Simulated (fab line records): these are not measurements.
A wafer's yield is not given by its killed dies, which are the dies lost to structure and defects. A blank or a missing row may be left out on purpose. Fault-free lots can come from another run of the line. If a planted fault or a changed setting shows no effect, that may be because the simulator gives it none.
Split-lot study :: flow sfqLine :: 23 wafers read across 5 lots, on a route 325 steps long

## ON THE SPLIT
At SFQ_TRILAYER_JJ_CE_LITHO_COAT_119 (resist thk 62 nm), the setting resistThkNm was moved away from the recipe's 62 nm on 6 of the 23 wafers read, by -4.6% to +4.3%. For the rest of the wafers, this setting stayed at what the recipe calls for.

Reading taken at the split's own step.

## THE READING
BARC_of_TRILAYER_JJ_CE_LITHO_COAT_119.thkNm (the simulator's own value, which no gauge read), in nm, at SFQ_TRILAYER_JJ_CE_LITHO_COAT_119 (resist thk 62 nm). The file gives no usual value for it. Across the 17 wafers here that went through the recipe, the average is 62.09 nm and the standard deviation 0.2 nm.

wafer: L076.1
tool, chamber at the split: lithoTrack-02, 0
resistThkNm as run, nm: 62
against the recipe: recipe
BARC_of_TRILAYER_JJ_CE_LITHO_COAT_119.thkNm, nm: 62.09
against lot-mates on the recipe: -

wafer: L076.5
tool, chamber at the split: lithoTrack-02, 0
resistThkNm as run, nm: 62
against the recipe: recipe
BARC_of_TRILAYER_JJ_CE_LITHO_COAT_119.thkNm, nm: 62.09
against lot-mates on the recipe: -

wafer: L076.2
tool, chamber at the split: lithoTrack-02, 0
resistThkNm as run, nm: 62
against the recipe: recipe
BARC_of_TRILAYER_JJ_CE_LITHO_COAT_119.thkNm, nm: 62.29
against lot-mates on the recipe: -

wafer: L076.3
tool, chamber at the split: lithoTrack-02, 0
resistThkNm as run, nm: 62
against the recipe: recipe
BARC_of_TRILAYER_JJ_CE_LITHO_COAT_119.thkNm, nm: 62.25
against lot-mates on the recipe: -

wafer: L076.4
tool, chamber at the split: lithoTrack-02, 0
resistThkNm as run, nm: 62
against the recipe: recipe
BARC_of_TRILAYER_JJ_CE_LITHO_COAT_119.thkNm, nm: 62.2
against lot-mates on the recipe: -

wafer: L079.1
tool, chamber at the split: lithoTrack-02, 0
resistThkNm as run, nm: 62
against the recipe: recipe
BARC_of_TRILAYER_JJ_CE_LITHO_COAT_119.thkNm, nm: 62.13
against lot-mates on the recipe: -

wafer: L079.2
tool, chamber at the split: lithoTrack-02, 0
resistThkNm as run, nm: 62
against the recipe: recipe
BARC_of_TRILAYER_JJ_CE_LITHO_COAT_119.thkNm, nm: 62.28
against lot-mates on the recipe: -

wafer: L079.4
tool, chamber at the split: lithoTrack-02, 0
resistThkNm as run, nm: 62
against the recipe: recipe
BARC_of_TRILAYER_JJ_CE_LITHO_COAT_119.thkNm, nm: 62.2
against lot-mates on the recipe: -

wafer: L079.5
tool, chamber at the split: lithoTrack-02, 0
resistThkNm as run, nm: 62
against the recipe: recipe
BARC_of_TRILAYER_JJ_CE_LITHO_COAT_119.thkNm, nm: 62.3
against lot-mates on the recipe: -

wafer: L079.6
tool, chamber at the split: lithoTrack-02, 0
resistThkNm as run, nm: 62
against the recipe: recipe
BARC_of_TRILAYER_JJ_CE_LITHO_COAT_119.thkNm, nm: 62.39
against lot-mates on the recipe: -

wafer: L080.1
tool, chamber at the split: lithoTrack-02, 0
resistThkNm as run, nm: 59.13
against the recipe: -4.6%
BARC_of_TRILAYER_JJ_CE_LITHO_COAT_119.thkNm, nm: 59.16
against lot-mates on the recipe: -2.92

wafer: L080.2
tool, chamber at the split: lithoTrack-02, 0
resistThkNm as run, nm: 62
against the recipe: recipe
BARC_of_TRILAYER_JJ_CE_LITHO_COAT_119.thkNm, nm: 62.04
against lot-mates on the recipe: -

wafer: L080.3
tool, chamber at the split: lithoTrack-02, 0
resistThkNm as run, nm: 59.13
against the recipe: -4.6%
BARC_of_TRILAYER_JJ_CE_LITHO_COAT_119.thkNm, nm: 59.04
against lot-mates on the recipe: -3.04

wafer: L080.4
tool, chamber at the split: lithoTrack-02, 0
resistThkNm as run, nm: 62
against the recipe: recipe
BARC_of_TRILAYER_JJ_CE_LITHO_COAT_119.thkNm, nm: 62.11
against lot-mates on the recipe: -

wafer: L080.6
tool, chamber at the split: lithoTrack-02, 0
resistThkNm as run, nm: 59.13
against the recipe: -4.6%
BARC_of_TRILAYER_JJ_CE_LITHO_COAT_119.thkNm, nm: 59.05
against lot-mates on the recipe: -3.03

wafer: L083.1
tool, chamber at the split: lithoTrack-03, 0
resistThkNm as run, nm: 62
against the recipe: recipe
BARC_of_TRILAYER_JJ_CE_LITHO_COAT_119.thkNm, nm: 61.78
against lot-mates on the recipe: -

wafer: L083.5
tool, chamber at the split: lithoTrack-03, 0
resistThkNm as run, nm: 62
against the recipe: recipe
BARC_of_TRILAYER_JJ_CE_LITHO_COAT_119.thkNm, nm: 61.74
against lot-mates on the recipe: -

wafer: L083.6
tool, chamber at the split: lithoTrack-03, 0
resistThkNm as run, nm: 62
against the recipe: recipe
BARC_of_TRILAYER_JJ_CE_LITHO_COAT_119.thkNm, nm: 62.02
against lot-mates on the recipe: -

wafer: L085.2
tool, chamber at the split: lithoTrack-03, 0
resistThkNm as run, nm: 62
against the recipe: recipe
BARC_of_TRILAYER_JJ_CE_LITHO_COAT_119.thkNm, nm: 61.81
against lot-mates on the recipe: -

wafer: L085.3
tool, chamber at the split: lithoTrack-03, 0
resistThkNm as run, nm: 62
against the recipe: recipe
BARC_of_TRILAYER_JJ_CE_LITHO_COAT_119.thkNm, nm: 61.78
against lot-mates on the recipe: -

wafer: L085.4
tool, chamber at the split: lithoTrack-03, 0
resistThkNm as run, nm: 64.68
against the recipe: +4.3%
BARC_of_TRILAYER_JJ_CE_LITHO_COAT_119.thkNm, nm: 64.47
against lot-mates on the recipe: +2.67

wafer: L085.5
tool, chamber at the split: lithoTrack-03, 0
resistThkNm as run, nm: 64.68
against the recipe: +4.3%
BARC_of_TRILAYER_JJ_CE_LITHO_COAT_119.thkNm, nm: 64.44
against lot-mates on the recipe: +2.64

wafer: L085.6
tool, chamber at the split: lithoTrack-03, 0
resistThkNm as run, nm: 64.68
against the recipe: +4.3%
BARC_of_TRILAYER_JJ_CE_LITHO_COAT_119.thkNm, nm: 64.67
against lot-mates on the recipe: +2.88

FIT RESULTS
A straight line over all 23 wafers: BARC_of_TRILAYER_JJ_CE_LITHO_COAT_119.thkNm changes by +0.609 nm for each +1% of resistThkNm; r = +0.99; the points scatter about the line by 0.2 nm.
The same after taking each lot's own level away (the mean of its wafers on the recipe; 23 wafers): +0.64 nm for each +1%; r = +1.00; scatter 0.089 nm.
According to that fit, moving resistThkNm by its largest amount changes the reading by 3 nm.
The span of the lots' own levels, 61.795 to 62.260 nm, comes to 2.4 times the standard deviation stated above.
Hence the lot-to-lot level has little effect on the slope; both slopes agree.
Check: with one of the wafers moved furthest among these (-4.6%) left out of the fit, the line predicts -2.98 nm for it against its lot-mates. It came out at -2.92 nm against them.

## OTHER SPLITS ON THESE WAFERS
Other splits were also applied to these wafers ahead of the reading. Each is held against what the fit with the lots' levels taken away leaves over:
other split on the same wafers: SFQ_TRILAYER_I3_VIA_LITHO_COAT_090 resistThkNm
wafers away from the commonest value: 7
r with BARC_of_TRILAYER_JJ_CE_LITHO_COAT_119.thkNm (lot level and that fit taken away): +0.01

other split on the same wafers: SFQ_TRILAYER_I3_VIA_LITHO_PEB_088 pebTempC
wafers away from the commonest value: 11
r with BARC_of_TRILAYER_JJ_CE_LITHO_COAT_119.thkNm (lot level and that fit taken away): -0.08

other split on the same wafers: SFQ_TRILAYER_I3_VIA_ETCH_VIA_ETCH_088 sourceW
wafers away from the commonest value: 7
r with BARC_of_TRILAYER_JJ_CE_LITHO_COAT_119.thkNm (lot level and that fit taken away): +0.06

other split on the same wafers: SFQ_TRILAYER_M4_LITHO_COAT_098 resistThkNm
wafers away from the commonest value: 8
r with BARC_of_TRILAYER_JJ_CE_LITHO_COAT_119.thkNm (lot level and that fit taken away): -0.18

other split on the same wafers: SFQ_TRILAYER_I4_CMP_CMP_100 leaveAboveRefNm
wafers away from the commonest value: 8
r with BARC_of_TRILAYER_JJ_CE_LITHO_COAT_119.thkNm (lot level and that fit taken away): -0.17

other split on the same wafers: SFQ_TRILAYER_I4_VIA_LITHO_EXPOSE_104 doseMj
wafers away from the commonest value: 4
r with BARC_of_TRILAYER_JJ_CE_LITHO_COAT_119.thkNm (lot level and that fit taken away): -0.08

## FILE'S OWN FIT
BARC_of_TRILAYER_JJ_CE_LITHO_COAT_119.thkNm changes by +0.64 nm for each +1% of resistThkNm, r = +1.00.
